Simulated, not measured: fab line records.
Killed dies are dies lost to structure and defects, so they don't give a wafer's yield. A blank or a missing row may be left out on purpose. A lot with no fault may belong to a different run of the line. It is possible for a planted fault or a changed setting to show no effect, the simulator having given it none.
fab line records | flow sky130
record: lots: 12 wafers: 36 lastDay: 50
route steps=708 shown PWDE@55 NWELL@78 VT_ADJUST_PCH@145
lots untouched by any fault: they come from a run of this same line in which no faults occurred
startH: start of the lot's first displayed wafer, in hours after the record's first day | waitH: hours from the lot's prior step to this one | " the same as in the row above | L1.1+2: a single row standing in for several wafers | - either no value or no given start | * or withheld: withheld | < > ~ a bound
route shown NAME@n: names a module that has steps shown in the file, with the first one's number in the route | usual: the fault-free wafers' mean and standard deviation | same: alike in all rows | chamber/n: place in a boat | sites: readings site by site | _std_site: the standard deviation of these | _edge_site: outer sites' mean less inner sites' | radiusMm: for every site, how far away it sits from the centre of the wafer | mask NAME#n: copy n | behind: the tool/chamber that last shaped the wafer | hold: the reason the lot was held/the length of the hold in hours/how it ended | device: the transistor (n, p or np) that didn't switch | end of line: the route-end tests of the same wafers | where a step has no rows: the recipe by itself | killed: at the first sort, the dies lost to defects and structure; wafer yield is something else | map: shows each die of a wafer: x if killed, . if not, _ if none is there
set.NAME: the setting that was run; set.NAME@STEP: the one run at that earlier step | model.NAME: the simulator's own value behind a step, which no gauge read
route steps across a sampled set of lots; one table per step, one row per wafer
services: a tool's chamber out of use, with start hour (startH, from the record's first day; less than 0 if before it), hours out, and reason
== steps ==
step: SKY_PWDE_TW_MEAS_10
usual: PWDE_TW: 373.9/2.7
columns lot.wafer tool chamber startH waitH PWDE_TW
L416.1 filmMetro-04 - 69.85 0.1 374.6
L416.3 " - " " 376.4
L416.6 " - " " 375.7
L417.2 filmMetro-04 - 75.36 0.1 371.0
L417.5 " - " " 374.7
L417.6 " - " " 372.6
L418.2 filmMetro-04 - 81.41 0.1 374.6
L418.3 " - " " 371.1
L418.4 " - " " 373.6
L419.3 filmMetro-03 - 86.22 0.1 375.6
L419.5 " - " " 375.7
L419.6 " - " " 376.1
L427.3 filmMetro-01 - 131.06 0.1 369.6
L427.5 " - " " 369.0
L427.6 " - " " 371.1
L428.1 filmMetro-04 - 137.75 0.1 378.4
L428.3 " - " " 379.1
L428.5 " - " " 379.7
L429.1 filmMetro-01 - 142.80 0.1 370.6
L429.4 " - " " 371.6
L429.5 " - " " 370.8
L430.1 filmMetro-03 - 148.20 0.1 372.2
L430.2 " - " " 375.1
L430.6 " - " " 373.5
L431.1 filmMetro-03 - 151.00 0.1 374.7
L431.2 " - " " 373.6
L431.5 " - " " 374.6
L437.2 filmMetro-04 - 189.91 0.1 377.9
L437.4 " - " " 374.3
L437.6 " - " " 377.1
L438.1 filmMetro-01 - 195.40 0.1 371.4
L438.4 " - " " 372.4
L438.6 " - " " 371.9
L439.1 filmMetro-03 - 200.30 0.1 372.9
L439.2 " - " " 372.2
L439.6 " - " " 373.3
step: SKY_NWELL_STRIP_25
recipe: chemistry: O2/N2 powerW: 1400 pressureMtorr: 1500 platenTempC: withheld o2FlowSccm: 3000 n2FlowSccm: 300 overashFraction: 0.5
usual: chamberPressureMTorr: 1500.2/1.4 drypumpMotorCurrentA: 5.93/0.29 oesProductAu: 0.722/0.0042 stripTimeToEndpointS: 36.74/0.12
columns lot.wafer tool chamber startH waitH chamberPressureMTorr drypumpMotorCurrentA oesProductAu rfHoursCounterH stripTimeToEndpointS
L416.1 plasmaAsher-01 0 105.70 0.1 1499.3 6.24 0.722 44 36.57
L416.3 " 1 " " 1498.1 5.39 0.722 - 36.61
L416.6 " 0 " " 1499.9 6.25 0.722 - 36.68
L417.2 plasmaAsher-03 0 111.75 0.1 1499.0 5.55 0.725 30 36.62
L417.5 " 0 " " 1499.7 5.57 0.719 - 36.57
L417.6 " 1 " " 1500.4 5.94 0.724 - 36.60
L418.2 plasmaAsher-04 0 117.17 0.1 1498.7 6.11 0.729 39 36.59
L418.3 " 0 " " 1499.8 6.12 0.719 - 36.62
L418.4 " 1 " " 1505.0 6.05 0.726 - 36.67
L419.3 plasmaAsher-03 0 122.69 0.1 1500.2 5.58 0.729 - 36.81
L419.5 " 1 " " 1498.1 5.98 0.724 - 36.78
L419.6 " 0 " " 1499.2 5.55 0.719 - 36.80
L427.3 plasmaAsher-04 0 170.39 0.1 1499.8 6.14 0.721 - 36.72
L427.5 " 0 " " 1499.0 6.13 0.725 - 36.69
L427.6 " 1 " " 1500.4 6.01 0.726 - 36.69
L428.1 plasmaAsher-01 1 177.25 0.1 1500.0 5.44 0.720 6 36.53
L428.3 " 1 " " 1498.2 5.43 0.720 - 36.66
L428.5 " 1 " " 1500.2 5.43 0.719 - 36.64
L429.1 plasmaAsher-04 1 184.21 0.1 1499.2 6.02 0.731 45 36.84
L429.4 " 1 " " 1500.3 6.02 0.728 - 36.87
L429.5 " 0 " " 1499.6 6.12 0.719 - 36.80
L430.1 plasmaAsher-01 1 188.45 0.1 1501.1 5.43 0.726 7 36.76
L430.2 " 0 " " 1499.5 6.25 0.715 7 36.77
L430.6 " 0 " " 1502.6 6.24 0.727 - 36.83
L431.1 plasmaAsher-01 1 192.71 0.1 1499.8 5.44 0.727 8 36.86
L431.2 " 0 " " 1501.5 6.24 0.719 8 36.86
L431.5 " 1 " " 1502.1 5.40 0.724 - 36.85
L437.2 plasmaAsher-04 0 233.95 0.1 1500.1 6.11 0.722 48 36.70
L437.4 " 0 " " 1501.2 6.12 0.719 - 36.79
L437.6 " 1 " " 1499.4 6.05 0.726 - 36.77
L438.1 plasmaAsher-04 0 240.50 0.1 1499.9 6.15 0.723 49 36.72
L438.4 " 1 " " 1500.4 6.02 0.720 - 36.70
L438.6 " 1 " " 1502.8 6.03 0.717 - 36.77
L439.1 plasmaAsher-01 1 245.80 0.1 1498.0 5.43 0.721 13 36.61
L439.2 " 0 " " 1497.5 6.27 0.720 13 36.75
L439.6 " 1 " " 1500.1 5.42 0.719 - 36.62
step: SKY_NWELL_TW_MEAS_26
usual: NWELL_2_TW: 496/3.6
columns lot.wafer tool chamber startH waitH NWELL_2_TW
L416.1 filmMetro-01 - 105.80 0.1 492
L416.3 " - " " 493
L416.6 " - " " 493
L417.2 filmMetro-01 - 111.86 0.1 492
L417.5 " - " " 492
L417.6 " - " " 493
L418.2 filmMetro-03 - 117.28 0.1 497
L418.3 " - " " 495
L418.4 " - " " 496
L419.3 filmMetro-04 - 122.77 0.1 502
L419.5 " - " " 499
L419.6 " - " " 499
L427.3 filmMetro-03 - 170.48 0.1 496
L427.5 " - " " 496
L427.6 " - " " 498
L428.1 filmMetro-01 - 177.35 0.1 493
L428.3 " - " " 492
L428.5 " - " " 493
L429.1 filmMetro-01 - 184.31 0.1 492
L429.4 " - " " 493
L429.5 " - " " 494
L430.1 filmMetro-01 - 188.55 0.1 491
L430.2 " - " " 495
L430.6 " - " " 494
L431.1 filmMetro-03 - 192.81 0.1 492
L431.2 " - " " 491
L431.5 " - " " 494
L437.2 filmMetro-01 - 234.06 0.1 493
L437.4 " - " " 494
L437.6 " - " " 492
L438.1 filmMetro-03 - 240.60 0.1 497
L438.4 " - " " 498
L438.6 " - " " 499
L439.1 filmMetro-04 - 245.90 0.1 500
L439.2 " - " " 498
L439.6 " - " " 498
step: SKY_VT_ADJUST_PCH_COAT_02
recipe: spinRpm: 2000 resistThkNm: 3000
usual: dispensePressureKPa: 52.9/2 exhaustPa: 45.0/0.91 spinSpeedRpm: 1999.6/1.1
columns lot.wafer tool chamber startH waitH dispensePressureKPa exhaustPa spinSpeedRpm
L416.1 lithoTrack-03 0 217.57 0.1 53.9 46.3 2000.0
L416.3 " 0 " " 53.9 44.5 1999.4
L416.6 " 0 " " 53.9 45.5 2001.6
L417.2 lithoTrack-04 0 222.58 0.1 50.1 45.2 2000.2
L417.5 " 0 " " 50.1 45.7 1999.5
L417.6 " 0 " " 50.1 44.4 1999.9
L418.2 lithoTrack-04 0 230.93 0.1 50.0 44.4 1998.4
L418.3 " 0 " " 50.1 45.0 1999.6
L418.4 " 0 " " 50.1 43.6 2000.1
L419.3 lithoTrack-02 0 238.71 0.1 54.6 45.1 2000.3
L419.5 " 0 " " 54.6 44.8 1999.6
L419.6 " 0 " " 54.6 44.7 1998.4
L427.3 lithoTrack-04 0 295.25 0.1 50.1 45.5 2329.5
L427.5 " 0 " " 50.1 45.2 2328.3
L427.6 " 0 " " 50.1 44.6 2327.1
L428.1 lithoTrack-04 0 305.25 0.1 50.1 45.1 2329.7
L428.3 " 0 " " 50.1 44.9 2327.3
L428.5 " 0 " " 50.1 44.1 2330.1
L429.1 lithoTrack-03 0 314.17 0.1 53.8 44.4 1996.7
L429.4 " 0 " " 53.9 44.6 1999.9
L429.5 " 0 " " 53.8 43.9 1998.7
L430.1 lithoTrack-02 0 319.91 0.1 54.6 45.5 2000.8
L430.2 " 0 " " 54.6 45.0 2001.0
L430.6 " 0 " " 54.6 45.3 1997.3
L431.1 lithoTrack-02 0 323.21 0.1 54.6 44.1 1999.1
L431.2 " 0 " " 54.6 46.0 1998.8
L431.5 " 0 " " 54.6 45.5 2001.5
L437.2 lithoTrack-02 0 376.29 0.1 54.6 44.1 1998.9
L437.4 " 0 " " 54.6 44.6 1999.0
L437.6 " 0 " " 54.5 45.6 2001.2
L438.1 lithoTrack-03 0 384.27 0.1 53.9 45.0 1998.3
L438.4 " 0 " " 53.9 44.7 1998.4
L438.6 " 0 " " 53.9 45.4 1999.7
L439.1 lithoTrack-02 0 390.31 0.1 54.5 47.2 1999.8
L439.2 " 0 " " 54.5 45.2 2001.2
L439.6 " 0 " " 54.6 45.0 2000.9
step: SKY_VT_ADJUST_PCH_STRIP_09
recipe: chemistry: O2/N2 powerW: 1400 pressureMtorr: 1500 platenTempC: withheld o2FlowSccm: 3000 n2FlowSccm: 300 overashFraction: 0.5
usual: chamberPressureMTorr: 1500.0/1.6 drypumpMotorCurrentA: 5.8/0.44 oesProductAu: 0.722/0.0044 stripTimeToEndpointS: 36.98/0.1
columns lot.wafer tool chamber startH waitH chamberPressureMTorr drypumpMotorCurrentA oesProductAu rfHoursCounterH stripTimeToEndpointS
L416.1 plasmaAsher-01 1 229.49 0.1 1499.5 5.5 0.720 12 36.83
L416.3 " 0 " " 1497.3 6.2 0.726 - 36.99
L416.6 " 0 " " 1497.5 6.3 0.719 - 36.89
L417.2 plasmaAsher-01 0 234.64 0.1 1499.5 6.2 0.722 12 37.08
L417.5 " 1 " " 1500.5 5.5 0.724 - 36.95
L417.6 " 0 " " 1500.5 6.2 0.725 - 37.00
L418.2 plasmaAsher-02 0 243.39 0.1 1499.2 5.8 0.713 56 37.07
L418.3 " 0 " " 1501.6 5.8 0.722 - 36.99
L418.4 " 1 " " 1499.5 4.9 0.720 - 37.07
L419.3 plasmaAsher-02 1 251.32 0.1 1500.9 4.9 0.722 - 36.84
L419.5 " 1 " " 1500.7 4.9 0.730 - 36.84
L419.6 " 0 " " 1499.2 5.9 0.716 - 36.74
L427.3 plasmaAsher-02 0 308.22 0.1 1501.2 5.9 0.723 - 34.51
L427.5 " 0 " " 1500.8 5.8 0.724 - 34.52
L427.6 " 1 " " 1497.6 4.9 0.724 - 34.45
L428.1 plasmaAsher-04 0 318.90 0.1 1499.5 6.1 0.721 57 34.49
L428.3 " 1 " " 1498.4 6.0 0.725 - 34.45
L428.5 " 0 " " 1499.0 6.1 0.725 - 34.46
L429.1 plasmaAsher-01 1 327.99 0.1 1498.8 5.4 0.717 22 36.95
L429.4 " 0 " " 1500.0 6.2 0.723 - 36.96
L429.5 " 1 " " 1501.7 5.4 0.722 - 36.90
L430.1 plasmaAsher-04 0 333.45 0.1 1500.7 6.1 0.725 58 37.15
L430.2 " 1 " " 1498.0 6.0 0.730 58 37.11
L430.6 " 1 " " 1500.5 6.0 0.725 - 37.03
L431.1 plasmaAsher-04 1 336.94 0.1 1499.2 6.0 0.714 58 37.01
L431.2 " 0 " " 1497.6 6.1 0.722 58 37.11
L431.5 " 1 " " 1498.1 6.0 0.714 - 37.14
L437.2 plasmaAsher-01 0 391.55 0.1 1501.2 6.3 0.712 28 36.95
L437.4 " 0 " " 1501.3 6.3 0.727 - 36.95
L437.6 " 0 " " 1498.3 6.3 0.720 - 37.02
L438.1 plasmaAsher-01 0 399.40 0.1 1501.4 6.3 0.721 29 36.82
L438.4 " 0 " " 1499.6 6.3 0.717 - 36.88
L438.6 " 0 " " 1503.4 6.3 0.728 - 36.82
L439.1 plasmaAsher-02 0 405.45 0.1 1500.6 5.8 0.725 73 37.00
L439.2 " 1 " " 1502.1 4.9 0.721 73 36.95
L439.6 " 1 " " 1499.9 4.9 0.723 - 37.03
== services ==
columns tool chamber startH hours kind
plasmaAsher-04 - 93.79 5.1 repair
plasmaAsher-01 - 108.75 9.0 pm
plasmaAsher-01 0 108.75 9.0 ventCycle
plasmaAsher-01 1 108.75 9.0 ventCycle
plasmaAsher-01 0 117.75 - clean
plasmaAsher-01 1 117.75 - clean
plasmaAsher-03 - 144.35 6.9 repair
plasmaAsher-04 - 162.61 2.8 pm
plasmaAsher-04 - 184.66 18.0 repair
plasmaAsher-03 - 243.60 2.8 pm
plasmaAsher-03 - 286.62 5.5 repair
plasmaAsher-03 - 353.31 1.8 repair
plasmaAsher-03 - 357.79 8.6 repair
plasmaAsher-01 - 379.05 2.8 pm
plasmaAsher-04 - 398.06 14.6 pm
== key ==
firstSign: step: SKY_VT_ADJUST_PCH_COAT_02 reading: spinSpeedRpm direction: up sigmas: 99+ usual: 1999.6 struck: 2328.7
effect: step: SKY_VT_ADJUST_PCH_STRIP_09 reading: stripTimeToEndpointS direction: down sigmas: 24 usual: * struck: *
metAt SKY_VT_ADJUST_PCH_COAT_02
struckLots L427,L428
testerLeftOut L427,L428
notActingAt SKY_PWDE_TW_MEAS_10,SKY_NWELL_STRIP_25,SKY_NWELL_TW_MEAS_26
onsetBetween 230.93 295.25
fault: kind: processParameterDrift tool: lithoTrack-04 chamber: - onsetH: 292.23 steps: SKY_VT_ADJUST_PCH_COAT_02 channel: spinRpm offset: 329.08 shape: step endH: 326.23 actsIn: theseRecipesOnly stated: 2000
testerLeftOut: of these lots the tester's yield and bins aren't shown, on N5 and GAA mostly nor the transistor test; their killed dies are dies lost to structure and defects alone, not to doping, threshold or leakage, so they don't give the yield
